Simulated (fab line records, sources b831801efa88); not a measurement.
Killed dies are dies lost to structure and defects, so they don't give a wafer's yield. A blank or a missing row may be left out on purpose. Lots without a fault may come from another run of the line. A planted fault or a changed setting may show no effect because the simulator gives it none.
One fault seen from 2 desks | flow gf180mcu | each desk has only its own numbers; what lay behind them comes last

THE TOOL OWNER'S DESK: litho_track-03
The tool's own readings at GF_M4_PEB_12 (peb time 90 s): means of the sampled wafers that have a number, for each lot that ran on this tool. A lot is out of limits, marked OUT, if its mean lies more than 4 standard deviations from the usual mean; the brackets give that distance.
Columns: A = heater_power_total_W at GF_M4_PEB_12, usual 85.69 W; B = plate_temp_C at GF_M4_PEB_12, usual 134.99 C
lot  | first seen here | A                       | B
L145 | day 23 11:31    | 85.71                   | 134.93
L147 | day 24 05:04    | 85.73                   | 135.12
L152 | day 26 07:20    | 94.03 (+99 or more) OUT | 134.78
L165 | day 29 20:43    | 85.75                   | 134.87
This desk's finding: out of limits on L152; first on L152, day 26 07:20 (heater_power_total_W at GF_M4_PEB_12). In limits: L145, L147, L165.

THE METROLOGY DESK
What the gauges read, lot by lot, whatever tool the lot ran on: means of the sampled wafers that have a number. A lot is out of limits, marked OUT, if its mean lies more than 4 standard deviations from the usual mean; the brackets give that distance.
Columns: A = V3_OVL at GF_V3_OVL_MEAS_15, usual 0 nm; B = cd_nm at GF_M4_CD_MEAS_14, usual 280.3 nm
lot  | first seen here | A  | B
L145 | day 22 11:29    | -3 | 278.7
L147 | day 23 05:05    | 5  | 279.6
L148 | day 23 16:59    | 1  | 279.6
L152 | day 25 09:24    | 10 | 286.8 (+5.4) OUT
L159 | day 27 08:24    | 5  | 281.2
L161 | day 27 23:38    | 3  | 280.4
L162 | day 28 02:50    | -1 | 279.9
L163 | day 28 19:55    | -2 | 280.5
L164 | day 28 20:56    | 2  | 282.5
L165 | day 29 00:52    | 3  | 279.6
L167 | day 29 12:01    | 1  | 280.8
L166 | day 29 16:03    | 7  | 281.8
L168 | day 29 21:28    | 3  | 278.2
This desk's finding: out of limits on L152; first on L152, day 26 07:40 (cd_nm at GF_M4_CD_MEAS_14). In limits: L145, L147, L148, L159, L161, L162, L163, L164, L165, L167, L166, L168.

PUT TOGETHER
The tool owner's desk could have raised an alarm at day 26 07:20, on L152.
The metrology desk could have raised an alarm at day 26 07:40, on L152.
Of the lots named, all ran GF_M4_PEB_12 on litho_track-03.

WHAT THE SIMULATOR HAD PUT IN
Process parameter drift: litho_track-03, from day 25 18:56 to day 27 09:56, at GF_M4_PEB_12. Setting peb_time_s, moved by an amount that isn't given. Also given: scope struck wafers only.
Lots struck among those shown: L152.
Hours from the fault's start to each desk's first reading out of limits: the tool owner's desk, 12; the metrology desk, 13.
